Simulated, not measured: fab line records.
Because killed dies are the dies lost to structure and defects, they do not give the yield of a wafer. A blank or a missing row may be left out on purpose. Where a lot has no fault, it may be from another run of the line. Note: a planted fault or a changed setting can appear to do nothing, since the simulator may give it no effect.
Which tool is to blame? | flow sky130 | 36 wafers from 12 lots sampled at 6 of the route's 708 steps

## WHAT EACH GAUGE READ, for each wafer
SKY_SD_P_CD_MEAS_07 targets a cd of 380 nm. Usual: cd-nm reads 379.3 nm (standard deviation 2.6).
lot  | measured     | on        | cd-nm (nm)        | flag
L388 | day 26 04:39 | cd-sem-02 | 383.3 383.7 381.9 |
L389 | day 26 04:46 | cd-sem-01 | 380.0 379.3 382.2 |
L393 | day 27 12:05 | cd-sem-01 | 380.7 377.9 377.8 |
L397 | day 29 01:30 | cd-sem-01 | 378.1 376.9 381.0 |
L399 | day 29 12:53 | cd-sem-02 | 380.9 382.3 381.6 |
L400 | day 30 06:36 | cd-sem-02 | 377.9 378.2 377.4 |
L401 | day 30 06:55 | cd-sem-01 | 379.7 379.2 379.0 |
L404 | day 31 05:31 | cd-sem-01 | 374.4 375.2 376.3 |
L407 | day 32 14:29 | cd-sem-01 | 378.1 377.1 377.5 |
L408 | day 33 06:38 | cd-sem-02 | 378.6 380.1 379.4 |
L409 | day 33 07:32 | cd-sem-02 | 375.7 377.1 378.2 |
L410 | day 34 00:52 | cd-sem-02 | 376.1 375.2 377.1 |

SKY_SD_N_RS_MEAS_16: the measuring method here is four-point-probe. Usual: SD_N_RS 68.52 ohm/sq, standard deviation 0.11.
lot  | measured     | on            | SD_N_RS (ohm/sq)  | flag
L388 | day 28 15:30 | film-metro-04 | 68.41 68.60 68.48 |
L389 | day 28 15:48 | film-metro-01 | 68.55 68.53 68.51 |
L393 | day 29 22:28 | film-metro-03 | 68.33 68.49 68.57 |
L397 | day 31 09:41 | film-metro-04 | 68.51 68.46 68.45 |
L399 | day 31 21:16 | film-metro-04 | 68.42 68.41 68.32 |
L400 | day 32 14:39 | film-metro-03 | 68.46 68.63 68.52 |
L401 | day 32 14:58 | film-metro-01 | 68.55 68.60 68.49 |
L404 | day 33 13:32 | film-metro-01 | 68.45 68.72 68.62 |
L407 | day 34 20:48 | film-metro-01 | 68.57 68.63 68.78 |
L408 | day 35 11:29 | film-metro-03 | 68.59 68.64 68.75 |
L409 | day 35 12:49 | film-metro-04 | 68.50 68.46 68.57 |
L410 | day 36 05:04 | film-metro-03 | 68.73 68.62 68.55 |

SKY_LI_CONTACT_CD_MEAS_12 targets a cd of 170 nm. Usual: cd-nm reads 169.6 nm (standard deviation 1.4).
lot  | measured     | on        | cd-nm (nm)        | flag
L388 | day 29 20:49 | cd-sem-01 | 167.4 167.3 166.8 |
L389 | day 29 20:51 | cd-sem-02 | 168.7 169.2 169.4 |
L393 | day 31 03:08 | cd-sem-01 | 169.6 168.8 170.6 |
L397 | day 32 14:21 | cd-sem-01 | 169.8 169.2 167.6 |
L399 | day 33 01:40 | cd-sem-01 | 167.9 169.2 171.0 |
L400 | day 33 18:45 | cd-sem-02 | 169.7 169.9 171.7 |
L401 | day 33 19:01 | cd-sem-01 | 171.3 171.5 172.3 |
L404 | day 34 15:57 | cd-sem-01 | 168.9 169.8 170.8 |
L407 | day 35 23:47 | cd-sem-01 | 167.8 166.8 167.3 |
L408 | day 36 14:29 | cd-sem-02 | 167.2 167.5 169.0 |
L409 | day 36 15:59 | cd-sem-01 | 169.8 170.5 170.0 |
L410 | day 37 07:50 | cd-sem-02 | 170.8 171.7 172.2 |

SKY_LI_CONTACT_RS_MEAS_22: the measuring method here is four-point-probe. Usual: LI_CONTACT_W_RS 0.285 ohm/sq, standard deviation 0.0039.
lot  | measured     | on            | LI_CONTACT_W_RS (ohm/sq) | flag
L388 | day 29 21:39 | film-metro-03 | 0.290 0.285 0.280        |
L389 | day 29 21:41 | film-metro-01 | 0.289 0.282 0.287        |
L393 | day 31 03:59 | film-metro-01 | 0.286 0.289 0.278        |
L397 | day 32 15:11 | film-metro-04 | 0.289 0.287 0.284        |
L399 | day 33 02:31 | film-metro-01 | 0.254 0.248 0.247        | OFF
L400 | day 33 19:37 | film-metro-01 | 0.289 0.285 0.286        |
L401 | day 33 19:52 | film-metro-04 | 0.250 0.258 0.260        | OFF
L404 | day 34 16:47 | film-metro-03 | 0.283 0.283 0.285        |
L407 | day 36 00:37 | film-metro-01 | 0.287 0.291 0.292        |
L408 | day 36 15:29 | film-metro-04 | 0.284 0.287 0.286        |
L409 | day 36 17:01 | film-metro-01 | 0.286 0.281 0.283        |
L410 | day 37 08:41 | film-metro-01 | 0.283 0.283 0.287        |

SKY_LI_CONTACT_THK_MEAS_23: measures by xrf. Usual: LI_CONTACT_W_THK 400 nm, standard deviation 9.1.
lot  | measured     | on            | LI_CONTACT_W_THK (nm) | flag
L388 | day 29 21:46 | film-metro-03 | 385 391 399           |
L389 | day 29 21:48 | film-metro-01 | 398 407 400           |
L393 | day 31 04:06 | film-metro-01 | 410 409 423           |
L397 | day 32 15:18 | film-metro-04 | 394 399 404           |
L399 | day 33 02:37 | film-metro-01 | 450 466 466           | OFF
L400 | day 33 19:43 | film-metro-01 | 393 400 401           |
L401 | day 33 19:58 | film-metro-04 | 457 441 437           | OFF
L404 | day 34 16:54 | film-metro-03 | 389 389 386           |
L407 | day 36 00:43 | film-metro-01 | 401 395 394           |
L408 | day 36 15:37 | film-metro-04 | 399 395 397           |
L409 | day 36 17:08 | film-metro-01 | 399 410 402           |
L410 | day 37 08:47 | film-metro-01 | 404 403 399           |

## EACH LOT AND THE TOOL THAT RAN IT (in order: tool; ch and the chambers of the sampled wafers; start)
lot  | SKY_LI_CONTACT_CVD_21
L388 | cvd-w-02 ch 0,1, day 29 21:31
L389 | cvd-w-01 ch 0,1, day 29 21:33
L393 | cvd-w-02 ch 0,1, day 31 03:52
L397 | cvd-w-02 ch 0,1, day 32 15:02
L399 | cvd-w-02 ch 0,1, day 33 02:23
L400 | cvd-w-01 ch 1, day 33 19:28
L401 | cvd-w-02 ch 0,1, day 33 19:44
L404 | cvd-w-01 ch 0,1, day 34 16:38
L407 | cvd-w-01 ch 0,1, day 36 00:30
L408 | cvd-w-01 ch 0,1, day 36 15:22
L409 | cvd-w-02 ch 0,1, day 36 16:53
L410 | cvd-w-02 ch 0,1, day 37 08:34
- SKY_LI_CONTACT_CVD_21: deposits W, target thk 400 nm, time 120.56 s.

## WHAT THE TOOLS THEMSELVES READ (means of the sampled wafers that have a number; where no wafer has one, the mark that the record gives instead)
SKY_LI_CONTACT_CVD_21. Usual: heater-power-w reads 887 W (standard deviation 76).
lot  | tool     | heater-power-w (W) | flag
L388 | cvd-w-02 | 940                |
L389 | cvd-w-01 | 850                |
L393 | cvd-w-02 | 942                |
L397 | cvd-w-02 | 966                |
L399 | cvd-w-02 | 885                |
L400 | cvd-w-01 | 803                |
L401 | cvd-w-02 | 962                |
L404 | cvd-w-01 | 887                |
L407 | cvd-w-01 | 849                |
L408 | cvd-w-01 | 882                |
L409 | cvd-w-02 | 914                |
L410 | cvd-w-02 | 889                |

## THE ANSWER, worked out from the rows above alone
Rule: lot off if the mean of its wafers having a number is beyond 3 standard deviations from the usual mean. A lot without any number at a reading at which 4 lots or more have one is off too. Where the step has rows for the other lots, those lots are counted as sound. First the gauges in route order, then the tools' own readings, where a lot's mean is used as printed above. The first step at which some lot is off is used, and at that step the reading that is off furthest; a lot without a number counts as furthest.
Off: L399, L401, at SKY_LI_CONTACT_RS_MEAS_22 (LI_CONTACT_W_RS).
If a tool, at a process step before that reading, ran all the lots that are off and no sound lot after the first of them, it fits. Gauges at SKY_LI_CONTACT_RS_MEAS_22: tried the same way as those tools. Of those tried, none fits.

## WHAT THE SIMULATOR HAD PUT IN
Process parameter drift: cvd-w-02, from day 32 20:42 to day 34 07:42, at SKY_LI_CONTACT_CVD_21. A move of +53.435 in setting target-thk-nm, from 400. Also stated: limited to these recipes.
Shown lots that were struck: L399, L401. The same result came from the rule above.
